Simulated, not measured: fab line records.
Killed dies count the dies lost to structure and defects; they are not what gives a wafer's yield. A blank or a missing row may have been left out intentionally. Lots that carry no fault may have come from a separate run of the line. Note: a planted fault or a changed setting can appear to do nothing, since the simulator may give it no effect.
Comparing a struck lot with a sound one || flow sky130 || 44 steps out of a route of 708
Sound: wafers L287.1, L287.3, L287.4. Struck: wafer L295.4. (L295.2, L295.5 of the same lot were not struck and are left out.) The cause comes at the end.
For every step that has rows: the tool of each side, followed by ch and its chambers, followed by its first start. Under that, the readings that differ: sound wafers || struck wafers || difference of the means || sigmas: that difference in standard deviations of wafers without a fault.
alike: readings whose means differ by less than 2 such deviations, and words and numbers that are the same on both sides. not compared: withheld readings, readings that some wafer has no value for, bounds like >300 that may hide the same value, and numbers for which the record gives no deviation and whose values overlap.
The two part at a step that has a row with sigmas, a row that says differs or no value, or rows on one side only. When numbers do not overlap yet have no deviation, they are printed without sigmas and do not part them. Lack of a reading on every wafer of one side parts them only where that side has two or more wafers.

first, 1 step without rows for these wafers: SKY_VIA2_SPUTTER_20 (material TiN, target thk 20 nm, time 80 s).
SKY_VIA2_CVD_21: deposits W, target thk 420 nm, time 126.4 s.
  sound on cvdW-01 ch 0,1, day 37 04:43; struck on cvdW-01 ch 1, day 40 01:04
  alike: heaterPowerW
SKY_VIA2_RS_MEAS_22: the measuring method here is four-point-probe.
  sound on filmMetro-02, day 37 04:51; struck on filmMetro-02, day 40 01:13
  alike: VIA2_W_RS
SKY_VIA2_THK_MEAS_23: measures by xrf.
  sound on filmMetro-02, day 37 04:58; struck on filmMetro-02, day 40 01:20
  alike: VIA2_W_THK
SKY_VIA2_CMP_24: polishes, stops on SiO2, t overpolish 20 s, target thk 0 nm.
  sound on cmp-02 ch 0,2,3, day 37 05:02; struck on cmp-02 ch 3, day 40 01:26
  alike: motorCurrentA, overpolishRunS, timeToEndpointS
then, 1 step without rows for these wafers: SKY_METAL3_SPUTTER_00 (material Ti, target thk 15 nm, time 10 s).
SKY_METAL3_SPUTTER_01: material TiN, target thk 20 nm, time 16.7 s.
  sound on pvdSputter-04, day 37 05:21; struck on pvdSputter-04, day 40 01:43
  alike: throttleValvePct
then, 2 steps without rows for these wafers: SKY_METAL3_SPUTTER_02 (material AlCu, target thk 735 nm, time 39.1 s); SKY_METAL3_SPUTTER_03 (material Ti, target thk 5 nm, time 3.3 s).
SKY_METAL3_SPUTTER_04: material TiN, target thk 70 nm, time 58.3 s.
  sound on pvdSputter-04, day 37 05:26; struck on pvdSputter-04, day 40 01:47
  alike: throttleValvePct
then, 1 step without rows for these wafers: SKY_CAPM_CVD_00 (deposits SiO2, target thk 15.5 nm).
SKY_CAPM_THK_MEAS_01:
  sound on filmMetro-03, day 37 05:31; struck on filmMetro-03, day 40 01:52
{"reading": "CAPM_CVD_00_THK (nm)", "sound": "15.25 15.20 15.45", "struck": 16.03, "difference": "+0.73", "sigmas": "+3"}
SKY_CAPM_SPUTTER_02: material TiN, target thk 200 nm, time 166.7 s.
  sound on pvdSputter-03, day 37 05:34; struck on pvdSputter-03, day 40 01:55
{"reading": "model.TiN_of_CAPM_SPUTTER_02.thkNm (nm)", "sound": "202.1 199.4 201.7", "struck": 170.6, "difference": -30.5, "sigmas": ""}
  alike: throttleValvePct
SKY_CAPM_RS_MEAS_03: the measuring method here is four-point-probe.
  sound on filmMetro-01, day 37 05:41; struck on filmMetro-04, day 40 02:03
{"reading": "CAPM_TIN_RS (ohm/sq)", "sound": "6.84 6.94 6.85", "struck": 8.15, "difference": "+1.27", "sigmas": "+16"}
SKY_CAPM_THK_MEAS_04: measures by xrf.
  sound on filmMetro-01, day 37 05:48; struck on filmMetro-04, day 40 02:10
{"reading": "CAPM_TIN_THK (nm)", "sound": "204.5 201.9 203.9", "struck": 174.1, "difference": -29.3, "sigmas": -11}
then, 7 steps without rows for these wafers: SKY_CAPM_DEHYDRATE_05 (time 60 s); SKY_CAPM_HMDS_06 (prime time 60 s); SKY_CAPM_COAT_07 (resist thk 1140 nm); SKY_CAPM_SOFTBAKE_08 (time 60 s); SKY_CAPM_EXPOSE_09 (exposes mask CAPM, target cd 1000 nm); SKY_CAPM_PEB_10; SKY_CAPM_DEVELOP_11 (develop time 60 s).
SKY_CAPM_OVL_MEAS_12:
  sound on overlay-01, day 38 07:03; struck on overlay-02, day 41 02:43
  alike: CAPM_OVL
SKY_CAPM_METAL_ETCH_13: etches TiN in Cl2/BCl3, stops on SiO2, target depth 220 nm, time 62.9 s.
  sound on rieMetal-04 ch 0,1, day 38 07:05; struck on rieMetal-01 ch 1, day 41 02:44
{"reading": "oesProductAu (a.u.)", "sound": "0.950 0.936 0.943", "struck": 0.864, "difference": -0.079, "sigmas": -10}
{"reading": "throttleValvePct (%)", "sound": "21.909 21.904 21.888", "struck": 21.958, "difference": "+0.058", "sigmas": "+6"}
  alike: bcl3FlowSccm, drypumpMotorCurrentA
  not compared: rfHoursCounterH
then, 12 steps without rows for these wafers: SKY_CAPM_STRIP_14 (strips in O2/N2); SKY_CAPM_STRIP_15 (strips in post etch residue remover, time 1200 s); SKY_CAPM_CLEAN_16 (cleans in IPA, time 180 s); SKY_CAPM_CLEAN_17 (cleans in O3/DIW); SKY_METAL3_DEHYDRATE_05 (time 60 s); SKY_METAL3_HMDS_06 (prime time 60 s); SKY_METAL3_COAT_07 (resist thk 60 nm); SKY_METAL3_COAT_08 (resist thk 1140 nm); SKY_METAL3_SOFTBAKE_09 (time 90 s); SKY_METAL3_EXPOSE_10 (exposes mask MM3, target cd 300 nm); SKY_METAL3_PEB_11; SKY_METAL3_DEVELOP_12 (develop time 60 s).
SKY_METAL3_CD_MEAS_13: target cd 300 nm.
  sound on cdSem-02, day 39 08:17; struck on cdSem-02, day 42 03:32
  alike: cdNm
SKY_METAL3_OVL_MEAS_14:
  sound on overlay-01, day 39 08:24; struck on overlay-01, day 42 03:38
{"reading": "METAL3_OVL (nm)", "sound": "6 10 9", "struck": -4, "difference": -12, "sigmas": -2}
SKY_METAL3_DESCUM_15: chemistry O2, time 8 s.
  sound on rieMetal-02 ch 0,1, day 39 08:26; struck on rieMetal-03 ch 0, day 42 03:40
  alike: drypumpMotorCurrentA, oesProductAu
  not compared: rfHoursCounterH
then, 3 steps without rows for these wafers: SKY_METAL3_ETCH_16 (etches BARC in N2/H2, stops on SiO2, time 88.2 s, target depth 60 nm); SKY_METAL3_ETCH_17 (etches SiO2 in C4F8/O2/Ar, stops on TiN, time 3.9 s, target depth 15 nm); SKY_METAL3_METAL_ETCH_18 (etches the open film in Cl2/BCl3, stops on SiO2, target depth 845 nm, time 183.1 s).
SKY_METAL3_STRIP_20: strips in post etch residue remover, time 1200 s.
  sound on wetBench-04 ch 0, day 39 08:52; struck on wetBench-04 ch 3, day 42 04:06
{"reading": "model.TiN_of_CAPM_SPUTTER_02.thkNm (nm)", "sound": "201.2 198.5 200.9", "struck": 169.7, "difference": -30.5, "sigmas": ""}
-- the record jumps here: 7 days lie between the struck wafers' starts before and after (it left off in module METAL3 and takes up again in module PAD_OPEN, whose first step shown is number 708 of the route) --
SKY_PAD_OPEN_PROBE_99:
  sound on prober-02, day 46 12:03; struck on prober-01, day 48 17:38
{"reading": "killed_at_M0_to_M3", "sound": "40 49 47", "struck": 28, "difference": -17, "sigmas": -3}
{"reading": "killedShort", "sound": "38 34 49", "struck": 26, "difference": -14, "sigmas": -2}
{"reading": "model.etest.capMim.plateOhmSq", "sound": "5.975 6.009 5.915", "struck": 7.052, "difference": "+1.086", "sigmas": ""}
{"reading": "model.etest.capMim.bvV (V)", "sound": "13.09 12.98 13.8", "struck": 14.02, "difference": "+0.73", "sigmas": ""}
  alike: defectLimitedYield, killed_at_M4_up, killedAtContacts, killedAtFrontEnd, killedAtOther, killedDies, killedOpen, sort_bin_3_pad_short, sort_bin_5_function, sort_bin_6_memory, sortNPass, sortYieldPct
  not compared: model.etest.capMim.leakLog10ACm2

== WHERE THEY PART ==
First at SKY_CAPM_THK_MEAS_01; last, within this record, at SKY_PAD_OPEN_PROBE_99.

WHY: what had been put in by the simulator
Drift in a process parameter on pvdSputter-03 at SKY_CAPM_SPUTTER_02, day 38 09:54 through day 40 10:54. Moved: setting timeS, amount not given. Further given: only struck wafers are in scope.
